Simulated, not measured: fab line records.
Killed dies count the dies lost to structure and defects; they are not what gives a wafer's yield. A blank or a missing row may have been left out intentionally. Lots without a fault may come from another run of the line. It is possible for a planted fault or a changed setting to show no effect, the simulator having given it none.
Struck lot and sound lot, side by side    flow sfq line    31 steps out of a route of 325
Sound: wafers L255.2, L255.3, L255.4. The struck wafers were L258.2, L258.3, L258.4. The cause comes at the end.
Per side, at each step with rows, come the tool, then ch with its chambers, and then its first start. Under that, the readings that differ: sound wafers    struck wafers    difference of the means    sigmas: that difference in standard deviations of wafers without a fault.
alike: same words and numbers on both sides, and readings whose means sit less than 2 such deviations apart. not compared: any withheld reading, any reading some wafer has no value for, any bound like >300 that may hide the same value, and any number with overlapping values for which the record gives no deviation.
A row with sigmas, a row that says differs or no value, or rows on one side alone: a step with any of these is where the two part. Non-overlapping numbers with no deviation appear without sigmas and do not part them. A reading missing from all wafers of one side parts the sides only when that side holds two or more wafers.

first, 1 step without rows for these wafers: SFQ_TRILAYER_M7_STRIP_SOLV_CLEAN_182 (cleans in NMP, time 600 s).
SFQ_TRILAYER_I7_DEP_PECVD_183: deposits SiO2 from SiH4/N2O, time 111.11 s, target thk 500 nm.
  sound on pecvd-03 ch 1,2, day 92 01:09; struck on pecvd-03 ch 0,2, day 92 23:10
reading                 sound           struck          difference  sigmas
throttle valve pct (%)  23.6 24.4 23.7  27.3 23.9 27.0  +2.2        +2
  alike: heater power w
SFQ_TRILAYER_I7_CMP_CMP_184: polishes SiO2.
  sound on cmp-02 ch 1,2,3, day 92 01:14; struck on cmp-01 ch 1,2,3, day 92 23:14
  alike: motor current A, time to endpoint s
SFQ_I7_BOW_MEAS_946:
  struck on film metro-02, day 93 02:16; sound on film metro-02, day 92 04:15
  alike: I7_BOW
SFQ_TRILAYER_I7_METRO_MEASURE_185:
  struck on film metro-02, day 93 02:34; sound on film metro-02, day 92 04:33
  alike: thk nm
then, 6 steps without rows for these wafers: SFQ_TRILAYER_I7_VIA_LITHO_COAT_192 (resist thk 62 nm); SFQ_TRILAYER_I7_VIA_LITHO_COAT_187 (resist thk 650 nm); SFQ_TRILAYER_I7_VIA_LITHO_SOFTBAKE_191; SFQ_TRILAYER_I7_VIA_LITHO_EXPOSE_188 (exposes mask I7, target cd 1000 nm); SFQ_TRILAYER_I7_VIA_LITHO_PEB_190 (peb time 60 s); SFQ_TRILAYER_I7_VIA_LITHO_DEVELOP_189 (time 60 s).
-- the record jumps here: 4 days lie between the struck wafers' starts before and after --
SFQ_I7_OVL_MEAS_947:
  struck on overlay-02, day 96 19:47; sound on overlay-01, day 95 22:01
  alike: I7_OVL
SFQ_TRILAYER_I7_VIA_BARC_OPEN_VIA_ETCH_260: etches BARC in O2, target depth 125 nm, time 41.7 s.
  sound on rie diel-04 ch 0,2,3, day 95 22:03; struck on rie diel-02 ch 0,1,3, day 96 19:49
  no value came back on the struck wafers for any of 5 readings (bias w (W), chamber pressure mTorr (mTorr) and others); on the sound wafers bias w (W) reads 79.86 80.36 80.09
reading                                                  sound              struck             difference  sigmas
model.KrF_of_TRILAYER_I7_VIA_LITHO_COAT_187.thk nm (nm)  574.6 573.4 573.1  618.5 619.4 617.7  +44.8       
SFQ_TRILAYER_I7_VIA_ETCH_VIA_ETCH_190: etches SiO2 in CHF3, stops on Nb, target depth 260 nm.
  sound on rie diel-04 ch 0,2,3, day 95 22:05; struck on rie diel-02 ch 0,1,3, day 96 19:52
reading                                                  sound              struck             difference  sigmas
oes product au (a.u.)                                    0.853 0.852 0.855  0.370 0.367 0.376  -0.482      -89
model.KrF_of_TRILAYER_I7_VIA_LITHO_COAT_187.thk nm (nm)  529.1 528.6 528.7  574.7 575 573.7    +45.7       
  alike: bias w, chamber pressure mTorr, drypump motor current A
SFQ_TRILAYER_I7_VIA_STRIP_STRIP_191: strips in O2.
  sound on rie metal-04 ch 0,1, day 95 22:13; struck on rie metal-03 ch 0,1, day 96 19:58
  alike: drypump motor current A, oes product au
  not compared: rf hours counter h
then, 5 steps without rows for these wafers: SFQ_TRILAYER_I7_VIA_STRIP_SOLV_CLEAN_192 (cleans in NMP, time 600 s); SFQ_TRILAYER_M8_LITHO_LOR_COAT_197; SFQ_TRILAYER_M8_LITHO_LOR_BAKE_198; SFQ_TRILAYER_M8_LITHO_COAT_193 (resist thk 600 nm); SFQ_TRILAYER_M8_LITHO_SOFTBAKE_199.
SFQ_TRILAYER_M8_LITHO_EXPOSE_194: exposes mask M8, target cd 2000 nm.
  sound on krf scanner-02 ch 0, day 96 00:30; struck on krf scanner-01, day 97 00:10
  no value came back on the struck wafers for exposure dose mJ cm2, focus offset nm (nm); on the sound wafers exposure dose mJ cm2 reads 14.401 14.411 14.375
  alike: mask
then, 2 steps without rows for these wafers: SFQ_TRILAYER_M8_LITHO_PEB_196 (peb time 60 s); SFQ_TRILAYER_M8_LITHO_DEVELOP_195 (img clear 15 s, time 55 s).
SFQ_M8_OVL_MEAS_948:
  struck on overlay-02, day 97 01:27; sound on overlay-01, day 96 01:47
reading      sound   struck  difference                     sigmas
M8_OVL (nm)  7 -4 2  - - -   no value on the struck wafers  
then, 3 steps without rows for these wafers: SFQ_TRILAYER_M8_DEP_EVAP_197 (material Ti, target thk 20 nm, time 100 s); SFQ_TRILAYER_M8_DEP_EVAP_198 (material Pt, target thk 50 nm, time 250 s); SFQ_TRILAYER_M8_DEP_EVAP_196 (material Au, target thk 180 nm, time 900 s).
SFQ_M8_RS_MEAS_949: measurement is done with a four-point probe.
  struck on film metro-03, day 97 02:15; sound on film metro-03, day 96 02:35
reading            sound                 struck                difference  sigmas
M8_AU_RS (ohm/sq)  0.1518 0.1532 0.1527  0.1557 0.1562 0.1580  +0.0041     +2
SFQ_M8_THK_MEAS_950: measures by xrf.
  struck on film metro-03, day 97 02:22; sound on film metro-03, day 96 02:42
  alike: M8_AU_THK
then, 1 step without rows for these wafers: SFQ_TRILAYER_M8_LIFTOFF_LIFTOFF_197 (chemistry NMP, time 600 s).
SFQ_M8_BOW_MEAS_951:
  struck on film metro-03, day 97 02:36; sound on film metro-01, day 96 02:56
reading                  sound               struck             difference  sigmas
model.etest.m8.ohm sq    0.1519 0.153 0.153  1e+06 1e+06 1e+06  +1e+06      
model.etest.i7.link ohm  1.055 1.06 1.041    1e+06 1e+06 1e+06  +1e+06      
  alike: M8_BOW

WHERE THEY PART
Earliest at SFQ_TRILAYER_I7_DEP_PECVD_183; latest, in this record, at SFQ_M8_RS_MEAS_949. Later steps at which nothing parts them and some readings are alike: SFQ_M8_THK_MEAS_950, SFQ_M8_BOW_MEAS_951.

WHY: what the simulator had put in
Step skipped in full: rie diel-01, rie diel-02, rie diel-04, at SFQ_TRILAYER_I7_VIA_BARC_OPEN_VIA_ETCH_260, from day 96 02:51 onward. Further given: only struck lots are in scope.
